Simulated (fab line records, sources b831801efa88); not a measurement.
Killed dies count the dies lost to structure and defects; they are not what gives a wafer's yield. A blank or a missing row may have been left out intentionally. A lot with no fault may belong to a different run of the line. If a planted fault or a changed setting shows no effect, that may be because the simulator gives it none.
The tool behind it: which one? | flow sfq_line | 42 wafers from 14 lots sampled at 2 of the route's 325 steps

== WHAT EACH GAUGE READ, for each wafer ==
The record holds no reading of a measuring or inspecting step that can be judged against a usual standard deviation.

== WHAT TOOL EACH LOT RAN ON (gives the tool, then ch and the chambers of the sampled wafers, and finally the start) ==
lot  | SFQ_TRILAYER_L0_VIA_LITHO_COAT_018 | SFQ_TRILAYER_L0_VIA_BARC_OPEN_VIA_ETCH_021
L574 | litho_track-04 ch 0, day 4 11:13   | rie_diel-04 ch 2,3, day 7 14:18
L575 | litho_track-03 ch 0, day 4 18:22   | rie_diel-01 ch 2,3, day 7 22:49
L576 | litho_track-04 ch 0, day 4 23:08   | rie_diel-01 ch 1,2, day 8 03:37
L578 | litho_track-02 ch 0, day 5 07:31   | rie_diel-04 ch 1,2,3, day 8 12:46
L580 | litho_track-03 ch 0, day 5 11:07   | rie_diel-04 ch 1,2, day 8 17:34
L584 | litho_track-04 ch 0, day 6 12:50   | rie_diel-02 ch 1,2, day 9 19:58
L585 | litho_track-03 ch 0, day 6 16:29   | rie_diel-02 ch 0,3, day 9 23:34
L587 | litho_track-03 ch 0, day 7 05:34   | rie_diel-02 ch 0,2,3, day 10 16:20
L590 | litho_track-02 ch 0, day 8 02:08   | rie_diel-01 ch 0,1,2, day 11 15:08
L592 | litho_track-02 ch 0, day 8 12:35   | rie_diel-01 ch 1,2,3, day 12 04:20
L593 | litho_track-04 ch 0, day 8 19:38   | rie_diel-02 ch 2,3, day 12 13:31
L595 | litho_track-04 ch 0, day 9 05:20   | rie_diel-04 ch 0,1,2, day 13 01:31
L596 | litho_track-02 ch 0, day 9 11:16   | rie_diel-01 ch 0,2, day 13 02:43
L597 | litho_track-02 ch 0, day 9 16:11   | rie_diel-02 ch 0,3, day 13 03:55
- SFQ_TRILAYER_L0_VIA_LITHO_COAT_018: resist thk 62 nm.
- SFQ_TRILAYER_L0_VIA_BARC_OPEN_VIA_ETCH_021: etches BARC in O2, target depth 125 nm, time 41.7 s.

== AS READ BY THE TOOLS THEMSELVES (means over the sampled wafers that have a number; for cases with no such wafer, the mark the record gives instead) ==
SFQ_TRILAYER_L0_VIA_BARC_OPEN_VIA_ETCH_021. Usual: drypump_motor_current_A 5.6 A, standard deviation 0.44; oes_product_au 0.685 a.u., standard deviation 0.0046.
lot  | tool        | drypump_motor_current_A (A) | oes_product_au (a.u.) | flag
L574 | rie_diel-04 | 5.6                         | 0.688                 |
L575 | rie_diel-01 | 5.5                         | 0.684                 |
L576 | rie_diel-01 | 5.8                         | 0.689                 |
L578 | rie_diel-04 | 5.3                         | 0.682                 |
L580 | rie_diel-04 | 5.1                         | 0.683                 |
L584 | rie_diel-02 | 5.4                         | 0.688                 |
L585 | rie_diel-02 | 6.0                         | 0.708                 | OFF
L587 | rie_diel-02 | 5.7                         | 0.706                 | OFF
L590 | rie_diel-01 | 5.7                         | 0.687                 |
L592 | rie_diel-01 | 5.5                         | 0.686                 |
L593 | rie_diel-02 | 5.5                         | 0.687                 |
L595 | rie_diel-04 | 5.5                         | 0.684                 |
L596 | rie_diel-01 | 5.7                         | 0.681                 |
L597 | rie_diel-02 | 5.7                         | 0.686                 |

== THE ANSWER, worked out from the rows above alone ==
Rule: lot off if the mean of its wafers having a number is beyond 3 standard deviations from the usual mean. A lot without any number at a reading at which 4 lots or more have one is off too. Any other lot the step has rows for is counted as sound. First the gauges in route order, then the tools' own readings, where a lot's mean is used as printed above. The first step at which some lot is off is used, and at that step the reading that is off furthest; a lot without a number counts as furthest.
Off: L585, L587 (SFQ_TRILAYER_L0_VIA_BARC_OPEN_VIA_ETCH_021, oes_product_au).
If a tool, at that step or one of the process steps before it, ran each lot that is off and ran no sound lot following the first of them, it fits. One fits: litho_track-03 at SFQ_TRILAYER_L0_VIA_LITHO_COAT_018. Its last sound lot is L580 (day 5 11:07), its first lot that is off L585 (day 6 16:29): a fault that began between those two fits.

== WHAT THE SIMULATOR HAD PUT IN ==
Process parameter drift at SFQ_TRILAYER_L0_VIA_LITHO_COAT_018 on litho_track-03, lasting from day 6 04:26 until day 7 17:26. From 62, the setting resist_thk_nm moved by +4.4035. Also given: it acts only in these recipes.
Struck lots among those shown: L585, L587. The same result came from the rule above.
